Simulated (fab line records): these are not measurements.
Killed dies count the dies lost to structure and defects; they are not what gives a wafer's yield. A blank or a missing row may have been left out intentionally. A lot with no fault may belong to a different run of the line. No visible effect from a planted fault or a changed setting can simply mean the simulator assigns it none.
Matching of chambers | flow sky130 | 4 sister chambers for SKY_VIA4_CMP_21 on cmp-01
The step polishes, stops on SiO2, t overpolish 25 s, target thk 0 nm. 8 wafers are shown with their chamber, then 9 later ones without.

EACH WAFER AND ITS CHAMBER
wafer  | chamber | motor current A (A) | time to endpoint s (s)
L974.4 | 2       | 11.9                | 128
L976.3 | 2       | 12.2                | 118
L977.1 | 1       | 12.1                | 120
L977.5 | 0       | 11.8                | 124
L977.6 | 3       | 11.7                | 123
L978.1 | 1       | 12.2                | 116
L978.3 | 0       | 12.5                | 115
L978.4 | 3       | 11.7                | 116

WAFERS WITH NO CHAMBER GIVEN
wafer  | motor current A (A) | time to endpoint s (s)
L980.1 | 11.6                | 125
L980.3 | 12.4                | 123
L980.6 | 11.5                | 122
L982.1 | 12.0                | 126
L982.2 | 12.0                | 124
L982.3 | 12.5                | 123
L983.2 | 11.7                | 118
L983.4 | 11.8                | 120
L983.6 | 12.5                | 120

THE CHAMBER EACH PASSED THROUGH
wafer  | from the rows above               | in truth
L980.1 | can't be placed: 3 or 2 or 0 or 1 | 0
L980.3 | can't be placed: 0 or 1 or 2 or 3 | 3
L980.6 | can't be placed: 3 or 2 or 0 or 1 | 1
L982.1 | can't be placed: 2 or 0 or 1 or 3 | 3
L982.2 | can't be placed: 2 or 0 or 1 or 3 | 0
L982.3 | can't be placed: 0 or 1 or 2 or 3 | 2
L983.2 | can't be placed: 3 or 2 or 1 or 0 | 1
L983.4 | can't be placed: 3 or 2 or 0 or 1 | 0
L983.6 | can't be placed: 0 or 1 or 2 or 3 | 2
0 of 9 placed correctly. Not placeable from these rows: 9 (in 9, the candidates include the true chamber). Number placed wrongly: 0.
How it was worked out, from the rows above alone: a wafer's distance from a chamber is the root of the sum, over the readings, of the square of ((its reading less the chamber's mean) divided by the reading's scatter). The wafer belongs to the nearest chamber; if the next one is less than 2 further off, it can't be placed. The mean given for a chamber averages the wafers shown for that chamber. The scatter: the root of (the sum of the squares of (reading less its chamber's mean) over the shown wafers, divided by (wafers less chambers)).
